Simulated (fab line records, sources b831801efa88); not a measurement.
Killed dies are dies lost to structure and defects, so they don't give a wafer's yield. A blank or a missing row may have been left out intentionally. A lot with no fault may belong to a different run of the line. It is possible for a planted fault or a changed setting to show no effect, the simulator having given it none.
fab line records	flow sky130	part 2 of 2: steps 32 to 41 of 41
record: lots: 5	wafers: 15	lastDay: 50
route steps=708 shown LOCAL_INTERCONNECT@392 CONTACT@406
lots that met no fault: taken from a fault-free run of the same line
startH: the number of hours between the record's first day and the start of the first shown wafer of the lot	waitH: time in hours since the lot's previous step	" repeats the value in the row above	L1.1+2: a row that stands for several wafers	- value missing, or start not given	* or withheld: withheld	< > ~ a bound
route shown NAME@n: names a module that has steps shown in the file, with the first one's number in the route	usual: mean and standard deviation over wafers with no fault	same: alike in all rows	chamber/n: place in a boat	sites: per-site readings	_std_site: standard deviation of those values	_edge_site: outer sites' mean less inner sites'	radiusMm: for every site, how far away it sits from the centre of the wafer	mask NAME#n: copy n	behind: the last tool/chamber to shape the wafer	hold: cause of the lot's hold/its duration in hours/its outcome	device: which transistor (n, p or np) failed to switch	end of line: the same wafers' tests at the end of the route	a step given without rows: its recipe and nothing more	killed: at the first sort, the dies lost to defects and structure; wafer yield is something else	map: a wafer's dies, marking killed ones x, the rest . and places with no die _
set.NAME: the run value of the setting; set.NAME@STEP: its run value at that earlier step	model.NAME: the simulator's own value behind a step, which no gauge read
certain route steps with their lots: each step a table, each wafer a row
services: the hour from which a tool's chamber was out of use, counted from the record's first day as startH (under 0 if before that day), plus the number of hours and why
== steps ==
step: SKY_CONTACT_ETCH_17
recipe: target: SiO2	chemistry: C4F8/O2/Ar	stopOn: Si3N4	maskMaterial: KrF-thick	sourceW: 1500	biasW: 1200	pressureMtorr: 40	c4f8FlowSccm: withheld	O2_flow_sccm: 6	Ar_flow_sccm: 300	timeS: withheld	targetDepthA: 3400
usual: oesProductAu: 0.891/0.0048
lot.wafer	tool	chamber	startH	waitH	oesProductAu
L074.2	rieDiel-02	0	739.17	0.0	0.892
L074.4	"	3	"	"	0.895
L074.5	"	2	"	"	0.897
L079.3	rieDiel-01	0	784.17	0.0	0.895
L079.5	"	1	"	"	0.886
L079.6	"	2	"	"	0.894
L093.2	rieDiel-02	2	880.17	0.0	0.895
L093.5	"	0	"	"	0.890
L093.6	"	1	"	"	0.888
L096.2	rieDiel-02	1	903.32	0.0	0.888
L096.4	"	3	"	"	0.894
L096.5	"	0	"	"	0.901
L097.1	rieDiel-02	2	912.87	0.0	0.894
L097.5	"	3	"	"	0.901
L097.6	"	0	"	"	0.892
step: SKY_CONTACT_ETCH_18
recipe: target: Si3N4	chemistry: CHF3/O2	stopOn: TiN	sourceW: 600	biasW: 200	pressureMtorr: 40	chf3FlowSccm: 50	O2_flow_sccm: 5	timeS: 39	targetDepthA: 750
usual: drypumpMotorCurrentA: 5.7/0.54	oesProductAu: 0.853/0.0069	throttleValvePct: 8.793/0.0087
lot.wafer	tool	chamber	startH	waitH	drypumpMotorCurrentA	oesProductAu	rfHoursCounterH	throttleValvePct
L074.2	rieDiel-02	0	-	-	6.4	0.850	5	8.784
L074.4	"	3	"	"	5.4	0.857	17	8.807
L074.5	"	2	"	"	5.7	0.852	-	8.794
L079.3	rieDiel-01	0	-	-	6.1	0.856	9	8.795
L079.5	"	1	"	"	5.1	0.862	-	8.781
L079.6	"	2	"	"	6.6	0.865	-	8.794
L093.2	rieDiel-02	2	-	-	5.7	0.846	11	8.797
L093.5	"	0	"	"	6.4	0.846	-	8.799
L093.6	"	1	"	"	5.0	0.844	-	8.790
L096.2	rieDiel-02	1	-	-	5.0	0.855	19	8.782
L096.4	"	3	"	"	5.4	0.859	22	8.797
L096.5	"	0	"	"	6.4	0.863	-	8.783
L097.1	rieDiel-02	2	-	-	5.7	0.844	12	8.798
L097.5	"	3	"	"	5.4	0.851	-	8.787
L097.6	"	0	"	"	6.4	0.853	-	8.809
step: SKY_CONTACT_STRIP_19
recipe: chemistry: O2/N2	powerW: 1380	pressureMtorr: 1500	platenTempC: withheld	o2FlowSccm: 3000	n2FlowSccm: 300	overashFraction: 0.5
usual: drypumpMotorCurrentA: 5.8/0.64	oesProductAu: 0.380/0.0047	stripTimeToEndpointS: 3.659/0.022
lot.wafer	tool	chamber	startH	waitH	drypumpMotorCurrentA	oesProductAu	rfHoursCounterH	stripTimeToEndpointS
L074.2	plasmaAsher-04	1	739.26	-	5.3	0.377	57	3.659
L074.4	"	1	"	"	5.3	0.377	-	3.684
L074.5	"	1	"	"	5.3	0.382	-	3.686
L079.3	plasmaAsher-04	0	784.29	-	6.6	0.384	-	3.691
L079.5	"	0	"	"	6.6	0.377	-	3.695
L079.6	"	1	"	"	5.3	0.397	-	3.655
L093.2	plasmaAsher-04	0	880.26	-	6.6	0.380	71	3.661
L093.5	"	0	"	"	6.6	0.386	-	3.669
L093.6	"	1	"	"	5.3	0.385	-	3.671
L096.2	plasmaAsher-04	0	903.41	-	6.6	0.382	73	3.686
L096.4	"	1	"	"	5.3	0.382	-	3.669
L096.5	"	1	"	"	5.3	0.375	-	3.647
L097.1	plasmaAsher-03	1	912.96	-	5.9	0.377	17	3.601
L097.5	"	1	"	"	5.9	0.376	-	3.648
L097.6	"	0	"	"	6.1	0.381	-	3.619
step: SKY_CONTACT_STRIP_20
recipe: chemistry: postEtchResidueRemover	timeS: 1200	tempC: 72.5
lot.wafer	tool	chamber	startH	waitH
L074.2+4+5	wetBench-01	0	739.36	0.1
L079.3+5+6	wetBench-03	2	784.36	0.0
L093.2+5+6	wetBench-01	3	880.36	0.1
L096.2+4+5	wetBench-03	0	903.51	0.1
L097.1+5+6	wetBench-03	3	913.06	0.1
step: SKY_CONTACT_CLEAN_21
recipe: chemistry: IPA	timeS: 180	tempC: 25
lot.wafer	tool	chamber	startH	waitH
L074.2+4+5	wetBench-02	3	739.70	0.0
L079.3+5+6	wetBench-02	0	784.70	0.0
L093.2+5+6	wetBench-02	2	880.70	0.0
L096.2+4+5	wetBench-01	1	903.85	0.0
L097.1+5+6	wetBench-02	0	913.40	0.0
step: SKY_CONTACT_CLEAN_22
recipe: chemistry: O3/DIW	dry: n2Spin
lot.wafer	tool	chamber	startH	waitH
L074.2+4+5	wetBench-01	0	739.76	0.0
L079.3+5+6	wetBench-01	3	784.76	0.0
L093.2+5+6	wetBench-01	2	880.76	0.0
L096.2+4+5	wetBench-02	0	903.91	0.0
L097.1+5+6	wetBench-03	0	913.46	0.0
step: SKY_CONTACT_SPUTTER_23
recipe: material: TiN	targetThkNm: 20	chamberPressurePa: 5	powerW: 4000	timeS: 80
usual: throttleValvePct: 29.7/0.92
lot.wafer	tool	chamber	startH	waitH	throttleValvePct
L074.2	pvdSputter-03	-	739.85	0.0	28.2
L074.4	"	-	"	"	29.8
L074.5	"	-	"	"	29.6
L079.3	pvdSputter-03	-	784.86	0.0	29.8
L079.5	"	-	"	"	30.0
L079.6	"	-	"	"	30.0
L093.2	pvdSputter-04	-	880.85	0.0	28.9
L093.5	"	-	"	"	28.6
L093.6	"	-	"	"	31.4
L096.2	pvdSputter-01	-	904.01	0.0	30.5
L096.4	"	-	"	"	30.7
L096.5	"	-	"	"	29.4
L097.1	pvdSputter-03	-	913.56	0.0	28.5
L097.5	"	-	"	"	28.4
L097.6	"	-	"	"	29.7
step: SKY_CONTACT_CVD_24
recipe: material: W	targetThkNm: 340	timeS: 102.12	tempC: 400	pressureTorr: 40
usual: heaterPowerW: 901/100
lot.wafer	tool	chamber	startH	waitH	heaterPowerW
L074.2	cvdW-01	0	739.91	0.0	955
L074.4	"	1	"	"	800
L074.5	"	0	"	"	957
L079.3	cvdW-01	1	784.95	0.1	816
L079.5	"	0	"	"	984
L079.6	"	1	"	"	817
L093.2	cvdW-01	0	880.91	0.0	971
L093.5	"	1	"	"	807
L093.6	"	0	"	"	974
L096.2	cvdW-01	1	904.07	0.0	830
L096.4	"	1	"	"	819
L096.5	"	1	"	"	796
L097.1	cvdW-01	1	913.62	0.0	825
L097.5	"	0	"	"	969
L097.6	"	1	"	"	781
step: SKY_CONTACT_RS_MEAS_25
recipe: thkMeasGauge: four-point-probe	reads: W_of_CONTACT_CVD_24+TiN_of_CONTACT_SPUTTER_23
usual: CONTACT_W_RS: 0.339/0.0048
lot.wafer	tool	chamber	startH	waitH	CONTACT_W_RS[ohm/sq]
L074.2	filmMetro-04	-	740.04	0.1	0.332
L074.4	"	-	"	"	0.345
L074.5	"	-	"	"	0.335
L079.3	filmMetro-02	-	785.07	0.1	0.338
L079.5	"	-	"	"	0.332
L079.6	"	-	"	"	0.338
L093.2	filmMetro-02	-	881.04	0.1	0.330
L093.5	"	-	"	"	0.341
L093.6	"	-	"	"	0.333
L096.2	filmMetro-02	-	904.20	0.1	0.338
L096.4	"	-	"	"	0.341
L096.5	"	-	"	"	0.342
L097.1	filmMetro-03	-	913.73	0.1	0.343
L097.5	"	-	"	"	0.335
L097.6	"	-	"	"	0.343
step: SKY_CONTACT_THK_MEAS_26
recipe: thkMeasGauge: xrf	reads: W_of_CONTACT_CVD_24
usual: CONTACT_W_THK: 342/5
lot.wafer	tool	chamber	startH	waitH	CONTACT_W_THK[nm]
L074.2	filmMetro-04	-	740.15	0.1	352
L074.4	"	-	"	"	339
L074.5	"	-	"	"	349
L079.3	filmMetro-02	-	785.17	0.1	337
L079.5	"	-	"	"	346
L079.6	"	-	"	"	338
L093.2	filmMetro-02	-	881.15	0.1	347
L093.5	"	-	"	"	339
L093.6	"	-	"	"	346
L096.2	filmMetro-02	-	904.31	0.1	340
L096.4	"	-	"	"	339
L096.5	"	-	"	"	337
L097.1	filmMetro-03	-	913.85	0.1	336
L097.5	"	-	"	"	346
L097.6	"	-	"	"	335
== services ==
tool	chamber	startH	hours	kind
rieMetal-01	0	673.90	2.5	repair
wetBench-03	-	674.37	4.1	repair
rieDiel-02	0	683.70	1.2	repair
rieDiel-02	2	692.23	22.1	repair
plasmaAsher-04	-	695.97	2.8	pm
rieDiel-02	3	715.83	10.1	repair
krfScanner-01	-	720.47	0.8	pm
rieDiel-02	2	731.36	3.7	repair
plasmaAsher-04	-	766.47	1.9	repair
cvdW-01	-	774.73	0.7	repair
krfScanner-01	-	784.08	0.6	repair
krfScanner-01	-	792.17	1.0	pm
krfScanner-01	-	797.08	1.3	pm
cvdW-01	1	816.50	5.7	repair
rieDiel-02	2	818.28	4.8	repair
krfScanner-01	-	823.57	2.2	repair
krfScanner-01	-	830.31	5.6	repair
cvdW-01	-	830.44	5.0	repair
cvdW-01	1	842.17	4.9	repair
krfScanner-01	-	843.14	0.4	repair
rieDiel-02	3	890.81	4.0	repair
krfScanner-01	-	893.81	0.8	pm
wetBench-01	-	901.43	1.5	repair
wetBench-01	-	909.68	70.6	pm
